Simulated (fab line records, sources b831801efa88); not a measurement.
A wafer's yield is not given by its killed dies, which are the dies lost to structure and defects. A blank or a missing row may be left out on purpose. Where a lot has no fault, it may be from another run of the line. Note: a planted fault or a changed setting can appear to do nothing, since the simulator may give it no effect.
fab line records	flow sky130
[record] lots = 5	wafers = 15	last_day = 50
route steps=708 shown CONTACT@422 METAL1@434 PAD_OPEN@708
lots that met no fault: taken from a fault-free run of the same line
start_h: the number of hours between the record's first day and the start of the first shown wafer of the lot	wait_h: how many hours have passed since the lot's step before this one	" as in the row above	L1.1+2: several wafers, shown together as one row	- no value, or no start was given	* or withheld: withheld	< > ~ a bound
route shown NAME@n: NAME is a module with steps in the file, n the number in the route of the first one	usual: mean/standard deviation taken from wafers without a fault	same: alike in all rows	chamber/n: place in a boat	sites: each site's reading	_std_site: the standard deviation of these	_edge_site: outer sites' mean less inner sites'	radius_mm: how far each site lies from the wafer's centre	mask NAME#n: copy n	behind: the most recent tool/chamber to have shaped the wafer	hold: why the lot was held/for how many hours/how that ended	device: whichever transistor did not switch (one of n, p or np)	end of line: tests run on the same wafers once the route is complete	where a step has no rows: the recipe by itself	killed: not the wafer's yield, but the dies lost to structure and defects at the first sort	map: per-die view of a wafer (x killed, . not killed, _ where there is no die)
set.NAME: the setting the step ran with; set.NAME@STEP: the setting that earlier step ran with	model.NAME: the simulator's own value behind a step, which no gauge read
lots seen at some steps along the route; tables by step, rows by wafer
services: from which hour (start_h, from the record's first day; less than 0 if before it) a tool's chamber was out of use, for how many hours, and why
[[steps]]
[step SKY_CONTACT_ETCH_16]
[recipe] chemistry = N2/H2	target = BARC	ion_energy_ev = 200	source_w = 500	bias_w = 100	pressure_mtorr = 30	n2_flow_sccm = 100	h2_flow_sccm = 200	stop_on = SiO2	time_s = 45.9	target_depth_a = 600
[step SKY_CONTACT_ETCH_17]
[recipe] target = SiO2	chemistry = C4F8/O2/Ar	stop_on = Si3N4	mask_material = KrF-thick	source_w = 1500	bias_w = 1200	pressure_mtorr = 40	c4f8_flow_sccm = withheld	O2_flow_sccm = 6	Ar_flow_sccm = 300	time_s = withheld	target_depth_a = 3400
[step SKY_CONTACT_ETCH_18]
[recipe] target = Si3N4	chemistry = CHF3/O2	stop_on = TiN	source_w = 600	bias_w = 200	pressure_mtorr = 40	chf3_flow_sccm = 50	O2_flow_sccm = 5	time_s = 39	target_depth_a = 750
[usual] drypump_motor_current_A = 5.7/0.3	oes_product_au = 0.853/0.0068	throttle_valve_pct = 8.792/0.0093
lot.wafer	tool	chamber	start_h	wait_h	drypump_motor_current_A	oes_product_au	rf_hours_counter_h	throttle_valve_pct
L564.3	rie_diel-01	0	-	-	5.0	0.848	6	8.802
L564.4	"	3	"	"	6.2	0.855	6	8.797
L564.5	"	0	"	"	5.0	0.851	-	8.788
L570.1	rie_diel-02	2	-	-	5.9	0.857	3	8.800
L570.5	"	3	"	"	5.9	0.862	-	8.790
L570.6	"	0	"	"	5.8	0.859	-	8.773
L575.1	rie_diel-04	1	-	-	5.4	0.842	11	8.787
L575.3	"	0	"	"	6.0	0.850	7	8.794
L575.4	"	2	"	"	5.6	0.851	-	8.787
L578.2	rie_diel-04	0	-	-	6.0	0.844	8	8.783
L578.3	"	1	"	"	5.3	0.853	11	8.802
L578.6	"	1	"	"	5.3	0.854	-	8.778
L585.1	rie_diel-01	0	-	-	5.0	0.850	11	8.783
L585.4	"	3	"	"	6.3	0.856	10	8.787
L585.5	"	1	"	"	5.9	0.866	-	8.791
[step SKY_CONTACT_STRIP_19]
[recipe] chemistry = O2/N2	power_w = 1400	pressure_mtorr = 1500	platen_temp_c = withheld	o2_flow_sccm = 3000	n2_flow_sccm = 300	overash_fraction = 0.5
[usual] drypump_motor_current_A = 5.9/0.42	oes_product_au = 0.380/0.0046	strip_time_to_endpoint_s = 3.614/0.026
lot.wafer	tool	chamber	start_h	wait_h	drypump_motor_current_A	oes_product_au	rf_hours_counter_h	strip_time_to_endpoint_s
L564.3	plasma_asher-02	0	735.48	-	6.6	0.381	-	3.589
L564.4	"	1	"	"	5.4	0.377	-	3.588
L564.5	"	1	"	"	5.4	0.377	-	3.571
L570.1	plasma_asher-02	0	781.73	-	6.6	0.388	61	3.648
L570.5	"	0	"	"	6.6	0.384	-	3.651
L570.6	"	1	"	"	5.4	0.383	-	3.672
L575.1	plasma_asher-03	0	823.03	-	5.8	0.377	39	3.615
L575.3	"	1	"	"	6.0	0.386	-	3.615
L575.4	"	0	"	"	5.8	0.390	-	3.646
L578.2	plasma_asher-01	1	846.73	-	5.7	0.382	106	3.618
L578.3	"	1	"	"	5.7	0.385	-	3.575
L578.6	"	1	"	"	5.7	0.379	-	3.591
L585.1	plasma_asher-01	0	895.90	-	5.2	0.370	111	3.599
L585.4	"	1	"	"	5.7	0.381	-	3.633
L585.5	"	1	"	"	5.7	0.381	-	3.646
[step SKY_CONTACT_STRIP_20]
[recipe] chemistry = post_etch_residue_remover	time_s = 1200	temp_c = 72.5
[step SKY_CONTACT_CLEAN_21]
[recipe] chemistry = IPA	time_s = 180	temp_c = 25
[step SKY_CONTACT_CLEAN_22]
[recipe] chemistry = O3/DIW	dry = n2_spin
[step SKY_CONTACT_SPUTTER_23]
[recipe] material = TiN	target_thk_nm = 20	chamber_pressure_pa = 5	power_w = 4000	time_s = 80
[usual] throttle_valve_pct = 30.0/1.2
lot.wafer	tool	chamber	start_h	wait_h	throttle_valve_pct
L564.3	pvd_sputter-02	-	736.12	0.0	31.8
L564.4	"	-	"	"	32.2
L564.5	"	-	"	"	32.0
L570.1	pvd_sputter-03	-	782.38	0.0	31.0
L570.5	"	-	"	"	31.0
L570.6	"	-	"	"	30.0
L575.1	pvd_sputter-03	-	823.65	0.0	29.4
L575.3	"	-	"	"	28.8
L575.4	"	-	"	"	30.9
L578.2	pvd_sputter-03	-	847.32	0.0	29.7
L578.3	"	-	"	"	30.9
L578.6	"	-	"	"	29.4
L585.1	pvd_sputter-04	-	896.54	0.0	28.7
L585.4	"	-	"	"	28.8
L585.5	"	-	"	"	29.9
[step SKY_CONTACT_CVD_24]
[recipe] material = W	target_thk_nm = 340	time_s = 102.12	temp_c = 400	pressure_torr = 40
[step SKY_CONTACT_RS_MEAS_25]
[recipe] thk_meas_gauge = four-point-probe	reads = W_of_CONTACT_CVD_24+TiN_of_CONTACT_SPUTTER_23
[usual] CONTACT_W_RS = 0.338/0.0043
lot.wafer	tool	chamber	start_h	wait_h	CONTACT_W_RS[ohm/sq]
L564.3	film_metro-01	-	736.33	0.1	0.339
L564.4	"	-	"	"	0.339
L564.5	"	-	"	"	0.340
L570.1	film_metro-04	-	782.55	0.1	0.346
L570.5	"	-	"	"	0.338
L570.6	"	-	"	"	0.343
L575.1	film_metro-04	-	823.82	0.1	0.335
L575.3	"	-	"	"	0.338
L575.4	"	-	"	"	0.345
L578.2	film_metro-02	-	847.51	0.1	0.339
L578.3	"	-	"	"	0.339
L578.6	"	-	"	"	0.337
L585.1	film_metro-04	-	896.71	0.1	0.330
L585.4	"	-	"	"	0.326
L585.5	"	-	"	"	0.339
[step SKY_CONTACT_THK_MEAS_26]
[recipe] thk_meas_gauge = xrf	reads = W_of_CONTACT_CVD_24
[usual] CONTACT_W_THK = 326/6.1
lot.wafer	tool	chamber	start_h	wait_h	CONTACT_W_THK[nm]
L564.3	film_metro-01	-	736.43	0.1	330
L564.4	"	-	"	"	331
L564.5	"	-	"	"	330
L570.1	film_metro-04	-	782.67	0.1	315
L570.5	"	-	"	"	322
L570.6	"	-	"	"	316
L575.1	film_metro-04	-	823.94	0.1	322
L575.3	"	-	"	"	319
L575.4	"	-	"	"	312
L578.2	film_metro-02	-	847.62	0.1	326
L578.3	"	-	"	"	325
L578.6	"	-	"	"	328
L585.1	film_metro-04	-	896.83	0.1	328
L585.4	"	-	"	"	332
L585.5	"	-	"	"	319
[step SKY_CONTACT_CMP_27]
[recipe] stop_on = SiO2	t_overpolish_s = 15	down_force_psi = 3.5	platen_rpm = 60	target_thk_nm = 0	pad_velocity_m_s = 0.94248
[usual] motor_current_A = 11.3/1.4	overpolish_run_s = 15.000/0.0088	platen_rpm = 60.00/0.039	time_to_endpoint_s = 80/3.5
lot.wafer	tool	chamber	start_h	wait_h	motor_current_A	overpolish_run_s	platen_rpm	time_to_endpoint_s
L564.4	cmp-02	0	736.57	0.1	11.4	14.992	60.06	79
L564.3	"	1	"	"	9.6	14.992	60.00	77
L564.5	"	3	"	"	10.4	14.985	59.95	75
L570.1	cmp-01	2	782.73	0.1	10.4	14.994	60.05	84
L570.6	"	2	"	"	10.8	14.991	59.99	85
L570.5	"	3	"	"	12.2	14.993	59.97	82
L575.1	cmp-02	1	824.05	0.1	9.5	14.998	60.01	77
L575.4	"	2	"	"	12.6	14.993	60.01	75
L575.3	"	3	"	"	10.0	15.007	60.02	76
L578.3	cmp-01	2	847.72	0.1	10.4	15.003	59.92	83
L578.2	"	3	"	"	12.3	15.010	60.02	83
L578.6	"	2	"	"	10.8	15.007	60.00	84
L585.1	cmp-01	2	896.94	0.1	11.0	14.988	59.97	83
L585.4	"	3	"	"	12.1	14.998	60.01	88
L585.5	"	1	"	"	10.6	15.005	60.02	78
[step SKY_METAL1_SPUTTER_00]
[recipe] material = Ti	target_thk_nm = 15	power_w = 3000	time_s = 10	chamber_pressure_pa = 0.4
[usual] throttle_valve_pct = 29.9/1
lot.wafer	tool	chamber	start_h	wait_h	throttle_valve_pct	model.Ti_of_METAL1_SPUTTER_00.thk_nm
L564.3	pvd_sputter-01	-	736.77	0.1	28.5	15.31
L564.4	"	-	"	"	29.4	15.4
L564.5	"	-	"	"	28.4	15.37
L570.1	pvd_sputter-02	-	783.03	0.2	31.6	14.94
L570.5	"	-	"	"	31.7	14.93
L570.6	"	-	"	"	30.7	15
L575.1	pvd_sputter-02	-	824.30	0.2	31.4	21.48
L575.3	"	-	"	"	32.0	15.18
L575.4	"	-	"	"	31.1	15.04
L578.2	pvd_sputter-01	-	847.97	0.1	28.4	14.94
L578.3	"	-	"	"	30.3	15.04
L578.6	"	-	"	"	30.0	15.08
L585.1	pvd_sputter-02	-	897.19	0.2	31.5	15.01
L585.4	"	-	"	"	31.8	15.05
L585.5	"	-	"	"	31.6	15.09
[step SKY_METAL1_SPUTTER_01]
[recipe] material = TiN	target_thk_nm = 20	power_w = 6500	time_s = 16.7	chamber_pressure_pa = 0.4
[step SKY_METAL1_SPUTTER_02]
[recipe] material = AlCu	target_thk_nm = 250	power_w = 10600	time_s = 13.3	chamber_pressure_pa = 0.4
[step SKY_METAL1_SPUTTER_03]
[recipe] material = Ti	target_thk_nm = 5	power_w = 3000	time_s = 3.3	chamber_pressure_pa = 0.4
[step SKY_METAL1_SPUTTER_04]
[recipe] material = TiN	target_thk_nm = 70	power_w = 6500	time_s = 58.3	chamber_pressure_pa = 0.4
[step SKY_METAL1_RS_MEAS_05]
[recipe] thk_meas_gauge = four-point-probe	reads = TiN_of_METAL1_SPUTTER_04+Ti_of_METAL1_SPUTTER_03+AlCu_of_METAL1_SPUTTER_02+TiN_of_METAL1_SPUTTER_01+Ti_of_METAL1_SPUTTER_00
[usual] METAL1_ALCU_RS = 0.1265/0.0011
lot.wafer	tool	chamber	start_h	wait_h	METAL1_ALCU_RS[ohm/sq]
L564.3	film_metro-04	-	736.95	0.1	0.1263
L564.4	"	-	"	"	0.1267
L564.5	"	-	"	"	0.1265
L570.1	film_metro-03	-	783.17	0.0	0.1255
L570.5	"	-	"	"	0.1262
L570.6	"	-	"	"	0.1265
L575.1	film_metro-02	-	824.44	0.0	0.1247
L575.3	"	-	"	"	0.1242
L575.4	"	-	"	"	0.1251
L578.2	film_metro-04	-	848.13	0.0	0.1274
L578.3	"	-	"	"	0.1270
L578.6	"	-	"	"	0.1270
L585.1	film_metro-02	-	897.33	0.0	0.1266
L585.4	"	-	"	"	0.1284
L585.5	"	-	"	"	0.1269
[step SKY_METAL1_THK_MEAS_06]
[recipe] thk_meas_gauge = xrf	reads = AlCu_of_METAL1_SPUTTER_02
[usual] METAL1_ALCU_THK = 251.5/2.6
lot.wafer	tool	chamber	start_h	wait_h	METAL1_ALCU_THK[nm]
L564.3	film_metro-04	-	737.05	0.1	251.4
L564.4	"	-	"	"	250.2
L564.5	"	-	"	"	251.3
L570.1	film_metro-03	-	783.29	0.1	252.2
L570.5	"	-	"	"	250.9
L570.6	"	-	"	"	250.6
L575.1	film_metro-02	-	824.56	0.1	253.3
L575.3	"	-	"	"	255.3
L575.4	"	-	"	"	252.6
L578.2	film_metro-04	-	848.24	0.1	248.0
L578.3	"	-	"	"	249.0
L578.6	"	-	"	"	249.0
L585.1	film_metro-02	-	897.45	0.1	252.9
L585.4	"	-	"	"	247.0
L585.5	"	-	"	"	251.6
[step SKY_METAL1_DEHYDRATE_07]
[recipe] temp_c = 200	time_s = 60
[step SKY_METAL1_HMDS_08]
[recipe] prime_time_s = 60	prime_temp_c = 120
[step SKY_METAL1_COAT_09]
[recipe] resist = BARC	temp_c = withheld	time_s = withheld	spin_rpm = 3000	resist_thk_nm = 60
[step SKY_METAL1_COAT_10]
[recipe] resist = KrF-thick	spin_rpm = 3000	resist_thk_nm = 450
[step SKY_METAL1_SOFTBAKE_11]
[recipe] temp_c = 100	time_s = 90	resist = KrF-thick
[step SKY_METAL1_EXPOSE_12]
[recipe] mask_id = MM1	na = 0.8	source_shape = annular	sigma_inner = 0.55	sigma_outer = 0.85	target_cd_nm = 140	dose_mj = 28
[step SKY_METAL1_PEB_13]
[recipe] peb_temp_c = withheld	peb_time_s = withheld	resist = KrF-thick
[step SKY_METAL1_DEVELOP_14]
[recipe] develop_time_s = 60	resist = KrF-thick	dev_temp_c = 21
[step SKY_METAL1_CD_MEAS_15]
[recipe] target_cd_nm = 140
[usual] cd_nm = 141.0/1.5
lot.wafer	tool	chamber	start_h	wait_h	cd_nm
L564.3	cd_sem-02	-	764.38	-	142.1
L564.4	"	-	"	"	142.0
L564.5	"	-	"	"	140.6
L570.1	cd_sem-01	-	809.20	-	142.2
L570.5	"	-	"	"	142.6
L570.6	"	-	"	"	142.5
L575.1	cd_sem-02	-	849.95	-	143.4
L575.3	"	-	"	"	141.9
L575.4	"	-	"	"	144.8
L578.2	cd_sem-02	-	874.21	-	139.3
L578.3	"	-	"	"	139.3
L578.6	"	-	"	"	140.4
L585.1	cd_sem-01	-	922.16	-	143.3
L585.4	"	-	"	"	145.5
L585.5	"	-	"	"	142.5
[step SKY_METAL1_OVL_MEAS_16]
[usual] METAL1_OVL = 3/6.1
lot.wafer	tool	chamber	start_h	wait_h	METAL1_OVL[nm]
L564.3	overlay-02	-	764.47	0.1	9
L564.4	"	-	"	"	11
L564.5	"	-	"	"	4
L570.1	overlay-02	-	809.32	0.1	5
L570.5	"	-	"	"	9
L570.6	"	-	"	"	4
L575.1	overlay-02	-	850.07	0.1	8
L575.3	"	-	"	"	4
L575.4	"	-	"	"	2
L578.2	overlay-01	-	874.31	0.1	-4
L578.3	"	-	"	"	-4
L578.6	"	-	"	"	-1
L585.1	overlay-02	-	922.28	0.1	9
L585.4	"	-	"	"	-6
L585.5	"	-	"	"	2
[step SKY_METAL1_DESCUM_17]
[recipe] chemistry = O2	source_power_w = 150	bias_power_w = 0	pressure_mtorr = 10	temp_c = 40	time_s = 8
[step SKY_METAL1_ETCH_18]
[recipe] chemistry = N2/H2	target = BARC	ion_energy_ev = 200	bias_w = 100	pressure_mtorr = 30	n2_flow_sccm = 100	h2_flow_sccm = 200	icp_w = 500	stop_on = SiO2	time_s = 45.9	target_depth_a = 600
[step SKY_METAL1_METAL_ETCH_19]
[recipe] target_depth_a = 3600	stop_on = SiO2	over_etch_frac = 0.3	time_s = 78	chemistry = Cl2/BCl3	resist_sidewall_deg = 88	pressure_mtorr = 10	icp_w = 900	bias_w = 48.5	Cl2_flow_sccm = 60	bcl3_flow_sccm = 30
[usual] drypump_motor_current_A = 5.4/0.37	mfc_cl2_sccm = 59.99/0.18	oes_product_au = 0.856/0.0046	throttle_valve_pct = 22.263/0.0086
[same] over_etch_frac = 0.3
lot.wafer	tool	chamber	start_h	wait_h	drypump_motor_current_A	mfc_cl2_sccm	oes_product_au	rf_hours_counter_h	throttle_valve_pct
L564.3	rie_metal-01	0	764.62	0.1	5.7	59.78	0.864	-	22.258
L564.4	"	1	"	"	5.2	60.38	0.853	-	22.260
L564.5	"	0	"	"	5.7	59.81	0.862	-	22.269
L570.1	rie_metal-04	0	809.45	0.0	5.9	59.65	0.853	7	22.272
L570.5	"	1	"	"	5.7	59.95	0.853	-	22.269
L570.6	"	0	"	"	5.8	59.83	0.856	-	22.261
L575.1	rie_metal-01	0	850.20	0.0	5.7	59.98	0.831	5	22.262
L575.3	"	0	"	"	5.7	59.91	0.866	-	22.270
L575.4	"	1	"	"	5.1	59.39	0.858	-	22.261
L578.2	rie_metal-03	0	874.44	0.0	5.1	60.01	0.854	2	22.269
L578.3	"	0	"	"	5.1	59.99	0.859	-	22.274
L578.6	"	0	"	"	5.1	59.95	0.860	-	22.263
L585.1	rie_metal-03	1	922.41	0.0	5.0	60.00	0.858	14	22.247
L585.4	"	0	"	"	5.1	60.08	0.850	-	22.249
L585.5	"	0	"	"	5.1	60.05	0.862	-	22.259
[step SKY_METAL1_STRIP_20]
[recipe] chemistry = O2/N2	power_w = 1400	pressure_mtorr = 1500	platen_temp_c = withheld	o2_flow_sccm = 3000	n2_flow_sccm = 300	overash_fraction = 0.5
[usual] drypump_motor_current_A = 5.9/0.49	oes_product_au = 0.343/0.0046	strip_time_to_endpoint_s = 2.69/0.035
lot.wafer	tool	chamber	start_h	wait_h	drypump_motor_current_A	oes_product_au	rf_hours_counter_h	strip_time_to_endpoint_s
L564.3	plasma_asher-02	0	764.71	0.1	6.6	0.333	-	2.65
L564.4	"	1	"	"	5.4	0.343	-	2.68
L564.5	"	0	"	"	6.6	0.337	-	2.69
L570.1	plasma_asher-02	0	809.54	0.1	6.6	0.350	64	2.71
L570.5	"	0	"	"	6.6	0.345	-	2.73
L570.6	"	1	"	"	5.4	0.344	-	2.75
L575.1	plasma_asher-02	0	850.29	0.1	6.6	0.351	68	2.69
L575.3	"	0	"	"	6.6	0.342	-	2.69
L575.4	"	1	"	"	5.4	0.346	-	2.73
L578.2	plasma_asher-02	1	874.53	0.1	5.5	0.345	70	2.70
L578.3	"	0	"	"	6.6	0.352	-	2.70
L578.6	"	1	"	"	5.5	0.344	-	2.68
L585.1	plasma_asher-04	0	922.50	0.1	5.8	0.352	16	2.68
L585.4	"	1	"	"	5.8	0.336	-	2.68
L585.5	"	0	"	"	5.8	0.341	-	2.69
[step SKY_PAD_OPEN_PROBE_99]
[usual] defect_limited_yield = 81.9/1.9	killed_at_M0_to_M3 = 45/7.3	killed_at_M4_up = 3.2/1.8	killed_at_contacts = 25/5.5	killed_at_front_end = 15/4.2	killed_at_other = 0.3/0.69	killed_dies = 89/9.4	killed_open = 49/6.6	killed_short = 40/6.4	sort_bin_3_pad_short = 0.9/0.43	sort_bin_5_function = 10.7/1.5	sort_bin_6_memory = 6.5/1.2	sort_n_pass = 403/9.4	sort_yield_pct = 81.9/1.9
[same] gross_dies = 492	killed_at_back_side = 0	sort_bin_4_leakage[%] = 0	sort_bin_8_speed[%] = 0
lot.wafer	tool	chamber	start_h	wait_h	defect_limited_yield[%]	killed_at_M0_to_M3	killed_at_M4_up	killed_at_contacts	killed_at_front_end	killed_at_other	killed_dies	killed_open	killed_short	sort_bin_3_pad_short[%]	sort_bin_5_function[%]	sort_bin_6_memory[%]	sort_n_pass	sort_yield_pct[%]
L564.3	prober-01	-	1076.12	0.2	82.5	45	1	21	19	0	86	47	38	0.6	12.4	4.5	406	82.5
L564.4	prober-01	-	1076.17	0.2	84.8	47	8	12	8	0	75	42	32	0.6	9.6	5.1	417	84.8
L564.5	prober-01	-	1076.22	0.2	83.1	49	6	18	10	0	83	41	40	1.0	9.8	6.1	409	83.1
L570.1	prober-01	-	1108.28	0.1	81.5	43	4	32	12	0	91	49	42	0.8	12.2	5.5	401	81.5
L570.5	prober-01	-	1108.48	0.2	83.9	43	1	18	17	0	79	47	32	0.8	10.0	5.3	413	83.9
L570.6	prober-01	-	1108.53	0.2	83.3	39	4	26	13	0	82	43	39	0.6	10.2	5.9	410	83.3
L575.1	prober-01	-	1143.96	0.1	80.9	43	3	22	26	0	94	53	41	0.8	10.0	8.3	398	80.9
L575.3	prober-01	-	1144.06	0.2	82.7	51	3	16	12	3	85	48	36	0.6	11.0	5.7	407	82.7
L575.4	prober-01	-	1144.11	0.2	83.1	38	1	19	25	0	83	49	34	1.0	11.6	4.3	409	83.1
L578.2	prober-02	-	1159.58	0.1	79.5	60	3	20	16	2	101	38	63	2.2	10.6	7.7	391	79.5
L578.3	prober-02	-	1159.63	0.2	83.3	39	9	20	14	0	82	47	33	0.8	9.3	6.5	410	83.3
L578.6	prober-02	-	1159.78	0.2	82.3	49	5	21	12	0	87	42	45	0.8	10.2	6.7	405	82.3
L585.1	prober-01	-	1189.58	0.1	79.7	42	5	38	15	0	100	43	57	1.2	12.4	6.7	392	79.7
L585.4	prober-01	-	1189.73	0.2	81.9	38	4	25	22	0	89	45	42	0.8	10.6	6.7	403	81.9
L585.5	prober-01	-	1189.78	0.2	78.0	50	5	35	18	0	108	53	53	1.4	11.8	8.7	384	78.0
// killed by level:class
L564.3 METAL2:geometric_particle:short=10 VIA1:geometric_particle:open=10 VIA2:geometric_particle:open=9 LI_CONTACT:geometric_particle:open=8 VIA3:geometric_particle:open=6 POLY_GATE:geometric_particle:short=5 LOCAL_INTERCONNECT:geometric_particle:short=4 CONTACT:geometric_particle:open=4
L564.4 VIA1:geometric_particle:open=13 METAL2:geometric_particle:short=9 CONTACT:geometric_particle:open=7 VIA2:geometric_particle:open=6 VIA3:geometric_particle:open=6 METAL4:geometric_particle:short=6 METAL1:geometric_particle:short=3 VIA3:geometric_particle:short=3
L564.5 CONTACT:geometric_particle:open=11 VIA1:geometric_particle:open=11 METAL1:geometric_particle:short=7 VIA1:geometric_particle:short=7 METAL3:geometric_particle:short=5 VIA3:geometric_particle:open=5 METAL2:geometric_particle:short=4 VIA2:geometric_particle:open=4
L570.1 VIA1:geometric_particle:open=13 CONTACT:geometric_particle:open=11 LI_CONTACT:geometric_particle:open=7 METAL2:geometric_particle:short=6 LOCAL_INTERCONNECT:geometric_particle:short=5 VIA3:geometric_particle:open=5 LI_CONTACT:geometric_particle:short=4 CONTACT:geometric_particle:short=4
L570.5 VIA1:geometric_particle:open=9 METAL2:geometric_particle:short=8 VIA3:geometric_particle:open=7 LI_CONTACT:geometric_particle:open=6 CONTACT:geometric_particle:open=6 POLY_GATE:geometric_particle:open=4 POLY_GATE:geometric_particle:short=4 VIA2:geometric_particle:open=4
L570.6 VIA1:geometric_particle:open=9 LI_CONTACT:geometric_particle:open=8 CONTACT:geometric_particle:open=8 METAL1:geometric_particle:short=8 VIA2:geometric_particle:open=6 CONTACT:geometric_particle:short=6 POLY_GATE:geometric_particle:short=4 METAL2:geometric_particle:short=4
L575.1 CONTACT:geometric_particle:open=10 VIA1:geometric_particle:open=10 FIELD_ISO:geometric_particle:short=7 POLY_GATE:geometric_particle:short=6 LI_CONTACT:geometric_particle:open=6 METAL1:geometric_particle:short=6 VIA3:geometric_particle:open=6 FIELD_ISO:geometric_particle:open=5
L575.3 VIA1:geometric_particle:open=16 VIA3:geometric_particle:open=10 CONTACT:geometric_particle:open=9 METAL1:geometric_particle:short=7 FIELD_ISO:geometric_particle:short=5 LOCAL_INTERCONNECT:geometric_particle:short=5 METAL2:geometric_particle:short=5 POLY_GATE:geometric_particle:open=4
L575.4 CONTACT:geometric_particle:open=10 VIA1:geometric_particle:open=10 FIELD_ISO:geometric_particle:open=7 FIELD_ISO:geometric_particle:short=6 METAL2:geometric_particle:short=5 METAL1:geometric_particle:short=5 VIA2:geometric_particle:open=4 VIA3:geometric_particle:open=4
L578.2 VIA1:geometric_particle:open=15 POLY_GATE:geometric_particle:short=10 METAL2:geometric_particle:short=8 METAL1:geometric_particle:short=8 CONTACT:geometric_particle:short=7 CONTACT:geometric_particle:open=6 VIA3:geometric_particle:open=6 VIA1:geometric_particle:short=5
L578.3 VIA1:geometric_particle:open=14 CONTACT:geometric_particle:open=8 VIA2:geometric_particle:open=8 FIELD_ISO:geometric_particle:short=6 METAL4:geometric_particle:short=6 FIELD_ISO:geometric_particle:open=5 LI_CONTACT:geometric_particle:open=4 CONTACT:geometric_particle:short=3
L578.6 VIA2:geometric_particle:open=11 VIA1:geometric_particle:open=8 CONTACT:geometric_particle:open=7 LOCAL_INTERCONNECT:geometric_particle:short=6 VIA1:geometric_particle:short=6 VIA3:geometric_particle:open=6 FIELD_ISO:geometric_particle:short=5 CONTACT:geometric_particle:short=5
L585.1 LI_CONTACT:geometric_particle:open=11 CONTACT:geometric_particle:open=11 FIELD_ISO:geometric_particle:short=6 LI_CONTACT:geometric_particle:short=6 METAL2:geometric_particle:short=6 VIA3:geometric_particle:short=6 VIA2:geometric_particle:short=5 LOCAL_INTERCONNECT:geometric_particle:short=5
L585.4 CONTACT:geometric_particle:open=9 LI_CONTACT:geometric_particle:open=7 FIELD_ISO:geometric_particle:open=6 VIA1:geometric_particle:open=6 METAL2:geometric_particle:short=6 CONTACT:geometric_particle:short=5 VIA2:geometric_particle:open=5 FIELD_ISO:geometric_particle:short=4
L585.5 VIA1:geometric_particle:open=9 CONTACT:geometric_particle:open=9 VIA3:geometric_particle:open=9 LI_CONTACT:geometric_particle:short=8 CONTACT:geometric_particle:short=8 METAL1:geometric_particle:short=8 METAL2:geometric_particle:short=7 VIA2:geometric_particle:open=7
[[services]]
tool	chamber	start_h	hours	kind
cmp-01	-	713.33	1.5	repair
cmp-02	-	714.68	0.5	repair
rie_diel-02	0	722.30	4.3	repair
plasma_asher-01	-	728.96	0.9	repair
cmp-02	-	744.00	4.0	pm
pvd_sputter-03	-	768.61	11.9	repair
cmp-01	-	787.28	0.5	repair
cmp-01	-	808.74	3.4	repair
rie_diel-04	3	810.60	13.1	repair
pvd_sputter-02	-	810.82	3.4	repair
rie_diel-01	-	817.17	0.6	repair
rie_diel-01	2	830.32	5.5	repair
cmp-01	-	838.26	3.9	pm
rie_metal-01	-	842.14	0.2	repair
rie_diel-01	3	848.14	2.5	repair
pvd_sputter-01	-	855.56	1.3	repair
rie_metal-03	-	857.08	2.8	pm
rie_diel-04	3	859.52	2.9	repair
rie_diel-04	2	860.83	8.7	repair
rie_diel-01	1	871.34	3.6	repair
rie_diel-04	0	882.33	20.5	repair
pvd_sputter-03	-	898.70	2.3	repair
cmp-01	-	913.04	4.0	pm
rie_diel-04	-	919.87	15.6	pm
[[key]]
[first_sign] step = SKY_METAL1_METAL_ETCH_19	reading = oes_product_au	direction = down	sigmas = 5.4	usual = 0.856	struck = 0.831
effect none on later readings
[model_effect] step = SKY_METAL1_SPUTTER_00	value = Ti_of_METAL1_SPUTTER_00.thk_nm	without = 15.11	struck = 21.48
met_at SKY_METAL1_SPUTTER_00
struck_wafers L575.1
onset_between 783.03 824.30
[fault] kind = process_parameter_drift	tool = pvd_sputter-02	chamber = -	onset_h = 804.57	steps = SKY_METAL1_SPUTTER_00	channel = target_thk_nm	offset = 6.3691	shape = step	end_h = 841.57	scope = struck_wafers_only	acts_in = these_recipes_only	stated = 15
